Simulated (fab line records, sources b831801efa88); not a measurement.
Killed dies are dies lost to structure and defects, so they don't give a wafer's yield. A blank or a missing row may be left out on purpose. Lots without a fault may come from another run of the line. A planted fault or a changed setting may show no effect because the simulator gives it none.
fab line records | flow sky130
record lots=6 wafers=18 last_day=50
route steps=708 shown LDD_HVP@287 LDD_LDN@289 PAD_OPEN@708
lots that met no fault: from a run of the same line without faults
start_h: hours from the record's first day to the start of the lot's first wafer shown | wait_h: hours since the lot's step before | " the same as in the row above | L1.1+2: a row that stands for several wafers | - no value, or no start given | * or withheld: withheld | < > ~ a bound
route shown NAME@n: a module of which the file shows steps, and the number in the route of the first | usual: mean/standard deviation of fault-free wafers | same: alike in all rows | chamber/n: place in a boat | sites: the reading at each site | _std_site: their standard deviation | _edge_site: outer sites' mean less inner sites' | radius_mm: how far each site lies from the wafer's centre | mask NAME#n: copy n | behind: the tool/chamber that last shaped the wafer | hold: why the lot was held/for how many hours/how that ended | device: the transistor (n, p or np) that didn't switch | end of line: the same wafers' tests at the end of the route | a step without rows: its recipe alone | killed: dies lost to structure and defects at the first sort, not the wafer's yield | map: a wafer's dies, x killed, . not, _ none there
set.NAME: the setting as run; set.NAME@STEP: as run at that earlier step | model.NAME: the simulator's own value behind a step, which no gauge read
lots at some steps of the route; a table a step, a row a wafer
services: from which hour (start_h, from the record's first day; less than 0 if before it) a tool's chamber was out of use, for how many hours, and why
## steps
# step SKY_LDD_HVP_STRIP_09
# recipe chemistry=O2/N2 power_w=1400 pressure_mtorr=1500 platen_temp_c=withheld o2_flow_sccm=3000 n2_flow_sccm=300 overash_fraction=0.5
# usual drypump_motor_current_A=5.9/0.41 oes_product_au=0.408/0.0044 strip_time_to_endpoint_s=4.138/0.013
# same overash_fraction=0.5
# columns lot.wafer tool chamber start_h wait_h drypump_motor_current_A oes_product_au rf_hours_counter_h strip_time_to_endpoint_s
L600.2 plasma_asher-03 1 523.23 0.1 5.9 0.409 7 4.152
L600.4 " 1 " " 5.9 0.399 - 4.156
L600.5 " 1 " " 5.9 0.414 - 4.131
L602.1 plasma_asher-04 0 542.46 0.1 6.2 0.409 42 4.142
L602.5 " 0 " " 6.2 0.409 - 4.152
L602.6 " 1 " " 6.2 0.412 - 4.147
L603.1 plasma_asher-02 0 554.96 0.1 6.4 0.404 87 4.154
L603.3 " 1 " " 5.0 0.410 - 4.138
L603.5 " 1 " " 5.0 0.405 - 4.140
L613.1 plasma_asher-04 0 631.63 0.1 6.1 0.407 51 4.125
L613.2 " 1 " " 6.2 0.410 51 4.137
L613.4 " 1 " " 6.2 0.407 - 4.132
L615.1 plasma_asher-03 1 650.71 0.1 5.9 0.403 20 4.141
L615.3 " 0 " " 5.7 0.407 - 4.141
L615.4 " 1 " " 5.9 0.411 - 4.129
L620.3 plasma_asher-03 1 690.56 0.1 5.9 0.410 - 4.126
L620.4 " 0 " " 5.7 0.406 - 4.101
L620.5 " 1 " " 5.9 0.407 - 4.141
# step SKY_LDD_HVP_TW_MEAS_10
# usual LDD_HVP_TW=454/3.6
# columns lot.wafer tool chamber start_h wait_h LDD_HVP_TW
L600.2 film_metro-01 - 523.34 0.1 459
L600.4 " - " " 459
L600.5 " - " " 462
L602.1 film_metro-03 - 542.56 0.1 456
L602.5 " - " " 457
L602.6 " - " " 456
L603.1 film_metro-03 - 555.06 0.1 458
L603.3 " - " " 458
L603.5 " - " " 456
L613.1 film_metro-04 - 631.73 0.1 451
L613.2 " - " " 450
L613.4 " - " " 448
L615.1 film_metro-04 - 650.81 0.1 449
L615.3 " - " " 447
L615.4 " - " " 449
L620.3 film_metro-04 - 690.65 0.1 452
L620.4 " - " " 449
L620.5 " - " " 452
# step SKY_LDD_LDN_DEHYDRATE_00
# recipe temp_c=200 time_s=60
# step SKY_LDD_LDN_HMDS_01
# recipe prime_time_s=60 prime_temp_c=120
# step SKY_LDD_LDN_COAT_02
# recipe resist=NOVOLAK spin_rpm=3000 resist_thk_nm=1140
# step SKY_LDD_LDN_SOFTBAKE_03
# recipe temp_c=90 time_s=60 resist=NOVOLAK
# step SKY_LDD_LDN_EXPOSE_04
# recipe mask_id=LDNTM na=0.6 source_shape=conventional sigma_outer=0.6 polarization=unpolarized target_cd_nm=700 dose_mj=140
# step SKY_LDD_LDN_PEB_05
# recipe temp_c=withheld time_s=* resist=NOVOLAK
# step SKY_LDD_LDN_DEVELOP_06
# recipe resist=NOVOLAK developer=TMAH develop_time_s=60 dev_temp_c=23
# step SKY_LDD_LDN_OVL_MEAS_07
# usual LDD_LDN_OVL=0.0/1.3
# columns lot.wafer tool chamber start_h wait_h LDD_LDN_OVL[nm]
L600.2 overlay-01 - 553.53 0.1 -1.4
L600.4 " - " " 0.8
L600.5 " - " " 0.4
L602.1 overlay-02 - 572.29 0.1 -0.7
L602.5 " - " " -2.1
L602.6 " - " " 0.8
L603.1 overlay-01 - 584.78 0.1 2.2
L603.3 " - " " 2.3
L603.5 " - " " 1.1
L613.1 overlay-02 - 660.13 0.1 -0.6
L613.2 " - " " 0.5
L613.4 " - " " 0.7
L615.1 overlay-01 - 679.18 0.1 2.2
L615.3 " - " " 1.3
L615.4 " - " " 0.1
L620.3 overlay-01 - 718.55 0.1 1.2
L620.4 " - " " 0.2
L620.5 " - " " 0.3
# step SKY_LDD_LDN_IMPLANT_08
# recipe species=As energy_kev=15 dose_cm2=1.25e+13 tilt_deg=withheld rotation_deg=23
# step SKY_LDD_LDN_IMPLANT_09
# recipe species=As energy_kev=15 dose_cm2=1.25e+13 tilt_deg=withheld rotation_deg=113
# step SKY_LDD_LDN_IMPLANT_10
# recipe species=As energy_kev=15 dose_cm2=1.25e+13 tilt_deg=withheld rotation_deg=203
# usual dose_ions_cm2=1.2502e+13/1.5e+10 faraday_current_uA=70.4/1.5
# columns lot.wafer tool chamber start_h wait_h dose_ions_cm2 faraday_current_uA
L600.2 implanter-04 0 553.95 0.1 1.2496e+13 70.0
L600.4 " 0 " " 1.2473e+13 71.0
L600.5 " 0 " " 1.2486e+13 68.8
L602.1 implanter-04 0 572.63 0.1 1.845e+13 108.5
L602.5 " 0 " " 1.8455e+13 103.6
L602.6 " 0 " " 1.8458e+13 101.4
L603.1 implanter-04 0 585.11 0.1 1.8439e+13 106.7
L603.3 " 0 " " 1.8439e+13 104.9
L603.5 " 0 " " 1.843e+13 104.9
L613.1 implanter-01 0 660.46 0.1 1.2528e+13 71.0
L613.2 " 0 " " 1.252e+13 71.6
L613.4 " 0 " " 1.2525e+13 71.0
L615.1 implanter-03 0 679.51 0.1 1.2482e+13 70.7
L615.3 " 0 " " 1.2494e+13 71.0
L615.4 " 0 " " 1.2503e+13 70.0
L620.3 implanter-01 0 718.92 0.1 1.2478e+13 70.1
L620.4 " 0 " " 1.2496e+13 68.9
L620.5 " 0 " " 1.2501e+13 69.9
# step SKY_LDD_LDN_IMPLANT_11
# recipe species=As energy_kev=15 dose_cm2=1.25e+13 tilt_deg=withheld rotation_deg=293
# step SKY_LDD_LDN_STRIP_12
# recipe chemistry=O2/N2 power_w=1400 pressure_mtorr=1500 platen_temp_c=withheld o2_flow_sccm=3000 n2_flow_sccm=300 overash_fraction=0.5
# usual drypump_motor_current_A=5.9/0.47 oes_product_au=0.716/0.0046 strip_time_to_endpoint_s=14.19/0.038
# same overash_fraction=0.5
# columns lot.wafer tool chamber start_h wait_h drypump_motor_current_A oes_product_au rf_hours_counter_h strip_time_to_endpoint_s
L600.2 plasma_asher-03 0 554.22 0.1 5.6 0.713 10 14.20
L600.4 " 1 " " 5.9 0.712 - 14.15
L600.5 " 0 " " 5.7 0.726 - 14.19
L602.1 plasma_asher-01 0 572.93 0.1 6.1 0.715 76 14.21
L602.5 " 1 " " 6.0 0.718 - 14.23
L602.6 " 0 " " 6.1 0.709 - 14.22
L603.1 plasma_asher-02 0 585.41 0.1 6.4 0.718 90 14.15
L603.3 " 1 " " 5.1 0.711 - 14.20
L603.5 " 0 " " 6.4 0.710 - 14.19
L613.1 plasma_asher-01 1 660.76 0.1 5.9 0.712 85 14.19
L613.2 " 0 " " 6.1 0.715 85 14.19
L613.4 " 0 " " 6.1 0.727 - 14.20
L615.1 plasma_asher-02 1 679.81 0.1 5.0 0.711 99 14.25
L615.3 " 0 " " 6.4 0.709 - 14.25
L615.4 " 1 " " 5.0 0.716 - 14.25
L620.3 plasma_asher-02 0 719.21 0.1 6.4 0.718 - 14.16
L620.4 " 1 " " 5.1 0.720 - 14.16
L620.5 " 1 " " 5.0 0.714 - 14.16
# step SKY_LDD_LDN_TW_MEAS_13
# usual LDD_LDN_TW=1472/9.8
# columns lot.wafer tool chamber start_h wait_h LDD_LDN_TW
L600.2 film_metro-01 - 554.33 0.1 1494
L600.4 " - " " 1491
L600.5 " - " " 1496
L602.1 film_metro-02 - 573.06 0.1 1515
L602.5 " - " " 1518
L602.6 " - " " 1528
L603.1 film_metro-04 - 585.51 0.1 1513
L603.3 " - " " 1523
L603.5 " - " " 1506
L613.1 film_metro-02 - 660.86 0.1 1467
L613.2 " - " " 1465
L613.4 " - " " 1468
L615.1 film_metro-04 - 679.91 0.1 1461
L615.3 " - " " 1460
L615.4 " - " " 1455
L620.3 film_metro-01 - 719.29 0.1 1468
L620.4 " - " " 1480
L620.5 " - " " 1472
# step SKY_LDD_LDN_CLEAN_14
# recipe chemistry=SC1/SC2 mix=1:4:20 temp_c=70 time_s=150 dry=n2_spin
# step SKY_PAD_OPEN_PROBE_99
# usual killed_at_M0_to_M3=43/6.7 killed_at_M4_up=3.2/1.8 killed_at_contacts=24/4.8 killed_at_front_end=16/4.2 killed_at_other=0.3/0.56 killed_dies=86/8.5 killed_open=47/6.7 killed_short=39/6
# same gross_dies=492 killed_at_back_side=0
# columns lot.wafer tool chamber start_h wait_h killed_at_M0_to_M3 killed_at_M4_up killed_at_contacts killed_at_front_end killed_at_other killed_dies killed_open killed_short model.etest.tip_sonos.rs_ohm_sq
L600.2 prober-02 - 1090.88 0.1 43 1 26 16 0 86 49 37 2610
L600.4 prober-02 - 1090.98 0.2 37 5 26 13 0 81 43 38 2610
L600.5 prober-02 - 1091.03 0.2 47 1 26 23 0 97 47 49 2610
L602.1 prober-02 - 1106.57 0.1 53 2 31 19 0 105 59 45 2535
L602.5 prober-02 - 1106.77 0.2 45 4 24 21 0 94 44 48 2524
L602.6 prober-02 - 1106.82 0.2 43 3 24 19 0 89 43 46 2529
L603.1 prober-01 - 1115.53 0.1 52 3 22 12 1 90 48 42 2334
L603.3 prober-01 - 1115.63 0.2 51 3 25 20 3 102 52 48 2360
L603.5 prober-01 - 1115.73 0.2 35 3 20 19 1 78 39 39 2364
L613.1 prober-01 - 1163.70 0.1 34 1 22 12 0 69 45 24 2685
L613.2 prober-01 - 1163.75 0.1 43 5 30 15 1 94 50 44 2704
L613.4 prober-01 - 1163.85 0.2 50 2 30 17 0 99 57 42 2709
L615.1 prober-01 - 1176.91 0.1 57 2 19 12 2 92 53 39 2609
L615.3 prober-01 - 1177.01 0.2 39 1 23 10 0 73 37 36 2660
L615.4 prober-01 - 1177.06 0.2 47 4 20 21 0 92 52 40 2644
L620.3 prober-02 - 1197.93 0.2 42 4 20 17 0 83 51 31 2654
L620.4 prober-02 - 1197.98 0.2 45 6 24 25 0 100 52 47 2643
L620.5 prober-02 - 1198.03 0.2 42 3 24 14 0 83 43 39 2635
# killed by level:class
L600.2 CONTACT:geometric_particle:open=11 VIA1:geometric_particle:open=11 CONTACT:geometric_particle:short=7 VIA2:geometric_particle:open=7 VIA3:geometric_particle:short=6 FIELD_ISO:geometric_particle:open=5 METAL1:geometric_particle:short=5 METAL2:geometric_particle:short=5
L600.4 CONTACT:geometric_particle:open=10 LI_CONTACT:geometric_particle:open=8 VIA1:geometric_particle:open=8 VIA3:geometric_particle:open=8 FIELD_ISO:geometric_particle:short=5 METAL4:geometric_particle:short=5 LOCAL_INTERCONNECT:geometric_particle:short=4 METAL3:geometric_particle:short=4
L600.5 CONTACT:geometric_particle:open=10 VIA1:geometric_particle:open=10 VIA3:geometric_particle:open=9 CONTACT:geometric_particle:short=7 FIELD_ISO:geometric_particle:short=5 POLY_GATE:geometric_particle:open=5 POLY_GATE:geometric_particle:short=5 METAL2:geometric_particle:short=5
L602.1 VIA1:geometric_particle:open=16 CONTACT:geometric_particle:open=12 METAL2:geometric_particle:short=9 METAL1:geometric_particle:short=8 LI_CONTACT:geometric_particle:open=7 VIA3:geometric_particle:open=7 CONTACT:geometric_particle:short=5 VIA1:geometric_particle:short=5
L602.5 VIA1:geometric_particle:open=11 VIA1:geometric_particle:short=7 CONTACT:geometric_particle:open=7 LI_CONTACT:geometric_particle:open=6 CONTACT:geometric_particle:short=6 METAL2:geometric_particle:short=6 POLY_GATE:geometric_particle:short=5 METAL3:geometric_particle:short=5
L602.6 VIA1:geometric_particle:open=9 METAL1:geometric_particle:short=8 VIA3:geometric_particle:open=8 CONTACT:geometric_particle:short=7 VIA2:geometric_particle:open=7 POLY_GATE:geometric_particle:open=5 LOCAL_INTERCONNECT:geometric_particle:short=5 CONTACT:geometric_particle:open=5
L603.1 VIA1:geometric_particle:open=13 CONTACT:geometric_particle:open=9 VIA3:geometric_particle:open=8 METAL1:geometric_particle:short=6 POLY_GATE:geometric_particle:short=4 LOCAL_INTERCONNECT:geometric_particle:short=4 VIA2:geometric_particle:open=4 VIA1:geometric_particle:short=4
L603.3 VIA1:geometric_particle:open=13 VIA3:geometric_particle:open=8 CONTACT:geometric_particle:open=7 METAL2:geometric_particle:short=7 VIA2:geometric_particle:open=7 LOCAL_INTERCONNECT:geometric_particle:short=6 FIELD_ISO:geometric_particle:short=5 CONTACT:geometric_particle:short=5
L603.5 LI_CONTACT:geometric_particle:open=7 VIA2:geometric_particle:open=6 CONTACT:geometric_particle:short=5 VIA1:geometric_particle:open=5 METAL2:geometric_particle:short=5 FIELD_ISO:geometric_particle:short=4 CONTACT:geometric_particle:open=4 METAL2:geometric_particle:open=4
L613.1 VIA1:geometric_particle:open=10 CONTACT:geometric_particle:open=9 VIA2:geometric_particle:open=8 CONTACT:geometric_particle:short=6 POLY_GATE:geometric_particle:short=5 VIA3:geometric_particle:open=5 VIA1:geometric_particle:short=4 FIELD_ISO:geometric_particle:open=3
L613.2 CONTACT:geometric_particle:open=9 LI_CONTACT:geometric_particle:open=8 VIA1:geometric_particle:open=8 CONTACT:geometric_particle:short=7 METAL2:geometric_particle:short=7 VIA2:geometric_particle:open=6 VIA3:geometric_particle:open=5 POLY_GATE:geometric_particle:short=4
L613.4 VIA1:geometric_particle:open=15 CONTACT:geometric_particle:short=10 VIA3:geometric_particle:open=10 LI_CONTACT:geometric_particle:open=8 CONTACT:geometric_particle:open=7 VIA1:geometric_particle:short=6 POLY_GATE:geometric_particle:short=5 VIA2:geometric_particle:open=5
L615.1 VIA2:geometric_particle:open=12 VIA1:geometric_particle:open=11 CONTACT:geometric_particle:open=9 VIA3:geometric_particle:open=8 METAL1:geometric_particle:short=5 VIA1:geometric_particle:short=5 LOCAL_INTERCONNECT:geometric_particle:short=4 METAL2:geometric_particle:short=4
L615.3 METAL2:geometric_particle:short=9 CONTACT:geometric_particle:open=8 VIA1:geometric_particle:open=8 CONTACT:geometric_particle:short=7 VIA2:geometric_particle:open=6 VIA3:geometric_particle:open=5 LI_CONTACT:geometric_particle:open=4 FIELD_ISO:geometric_particle:short=3
L615.4 VIA1:geometric_particle:open=16 LI_CONTACT:geometric_particle:open=8 POLY_GATE:geometric_particle:open=6 METAL2:geometric_particle:short=6 VIA2:geometric_particle:short=6 FIELD_ISO:geometric_particle:open=5 POLY_GATE:geometric_particle:short=5 VIA1:geometric_particle:short=5
L620.3 CONTACT:geometric_particle:open=10 VIA1:geometric_particle:open=9 VIA2:geometric_particle:open=8 VIA3:geometric_particle:open=7 FIELD_ISO:geometric_particle:short=5 VIA3:geometric_particle:short=5 VIA2:geometric_particle:short=4 LI_CONTACT:geometric_particle:open=4
L620.4 CONTACT:geometric_particle:open=9 VIA1:geometric_particle:open=9 VIA2:geometric_particle:open=8 FIELD_ISO:geometric_particle:short=7 LOCAL_INTERCONNECT:geometric_particle:short=7 VIA1:geometric_particle:short=7 LI_CONTACT:geometric_particle:open=6 METAL4:geometric_particle:short=5
L620.5 CONTACT:geometric_particle:open=10 VIA2:geometric_particle:open=7 VIA1:geometric_particle:open=7 METAL3:geometric_particle:short=7 LI_CONTACT:geometric_particle:open=5 FIELD_ISO:geometric_particle:short=4 CONTACT:geometric_particle:short=4 METAL1:geometric_particle:short=4
## services
# columns tool chamber start_h hours kind
implanter-01 - 524.27 4.0 pm
plasma_asher-04 - 549.07 2.0 repair
implanter-01 - 551.87 19.2 repair
implanter-01 - 557.26 2.1 repair
implanter-03 - 559.31 5.7 repair
plasma_asher-01 - 567.07 2.4 repair
plasma_asher-02 - 600.68 8.6 repair
plasma_asher-01 - 621.18 0.3 repair
plasma_asher-04 - 648.35 5.8 pm
plasma_asher-04 - 655.40 1.8 repair
implanter-04 - 685.26 4.9 repair
implanter-01 - 688.34 2.0 repair
## key
first_sign step=SKY_LDD_LDN_IMPLANT_10 reading=dose_ions_cm2 direction=up sigmas=99+ usual=* struck=*
effect step=SKY_LDD_LDN_IMPLANT_10 reading=faraday_current_uA direction=up sigmas=23 usual=70.4 struck=105.0
effect step=SKY_LDD_LDN_TW_MEAS_13 reading=LDD_LDN_TW direction=up sigmas=4.6 usual=1472 struck=1517
model_effect step=SKY_PAD_OPEN_PROBE_99 value=etest.tip_sonos.rs_ohm_sq without=2599 struck=2441
met_at SKY_LDD_LDN_IMPLANT_10
struck_wafers L602.1,L602.5,L602.6,L603.1,L603.3,L603.5
tester_left_out L602,L603
onset_between 553.95 572.63
fault kind=process_parameter_drift tool=implanter-04 chamber=- onset_h=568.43 steps=SKY_LDD_LDN_IMPLANT_10 channel=dose_cm2 offset=* shape=step end_h=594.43 acts_in=* stated=*
# tester_left_out: of these lots the tester's yield and bins aren't shown, on N5 and GAA mostly nor the transistor test; their killed dies are dies lost to structure and defects alone, not to doping, threshold or leakage, so they don't give the yield
